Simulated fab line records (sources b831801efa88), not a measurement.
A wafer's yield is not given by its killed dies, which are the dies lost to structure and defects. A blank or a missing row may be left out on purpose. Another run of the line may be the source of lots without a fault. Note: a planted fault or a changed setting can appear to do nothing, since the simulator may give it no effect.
One fault through the eyes of 2 desks ; flow sky130 ; what lay behind the numbers comes last; until then each desk has only its own

FOR THE TOOL OWNER'S DESK: pvdSputter-03
The tool's own readings at SKY_METAL2_SPUTTER_01 (material TiN, target thk 20 nm, time 16.7 s): means of the sampled wafers that have a number, for each lot that ran on this tool. Marked OUT: a lot whose mean sits more than 4 standard deviations from the usual mean, which makes it out of limits; the brackets give that distance.
Columns: A = chamberPressurePa at SKY_METAL2_SPUTTER_01, usual 0.4000 Pa; B = throttleValvePct at SKY_METAL2_SPUTTER_01, usual 30.1 %
lot;first seen here;A;B
L701;day 36 06:43;0.4303 (+39) OUT;28.7
L704;day 36 18:10;0.4310 (+40) OUT;28.7
L714;day 39 17:52;0.4002;29.2
This desk finds L701, L704 out of limits, L701 being first, at day 36 06:43 (chamberPressurePa at SKY_METAL2_SPUTTER_01). L714 stayed within limits.

THE METROLOGY DESK
Means of the sampled wafers that have a number, per lot and without regard to the tool the lot ran on: this is what the gauges read. Marked OUT: a lot whose mean sits more than 4 standard deviations from the usual mean, which makes it out of limits; the brackets give that distance.
Columns: A = VIA1_W_RS at SKY_VIA1_RS_MEAS_22, usual 0.427 ohm/sq; B = VIA1_W_THK at SKY_VIA1_THK_MEAS_23, usual 275 nm
lot;first seen here;A;B
L695;day 34 08:24;0.426;271
L701;day 36 06:16;0.431;272
L704;day 36 17:40;0.426;272
L711;day 39 01:46;0.425;280
L714;day 39 17:25;0.426;277
L715;day 39 23:26;0.425;279
This desk's finding: nothing out of limits on any of the 6 lots.

ALL TOGETHER
At day 36 06:43, on L701, L704, the tool owner's desk was in a position to raise an alarm.
Nothing out of limits was seen by the metrology desk.
The metrology desk holds a record of L701, L704, inside its limits.
Every lot named ran SKY_METAL2_SPUTTER_01 on pvdSputter-03.

WHAT THE SIMULATOR HAD PUT IN
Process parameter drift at SKY_METAL2_SPUTTER_01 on pvdSputter-03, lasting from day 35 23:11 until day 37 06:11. From 0.4, the setting chamberPressurePa moved by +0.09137. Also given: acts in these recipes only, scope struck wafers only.
Struck lots among those shown: L701, L704.
Time in hours from fault onset to the first out-of-limits reading at each desk: the tool owner's desk, 8.
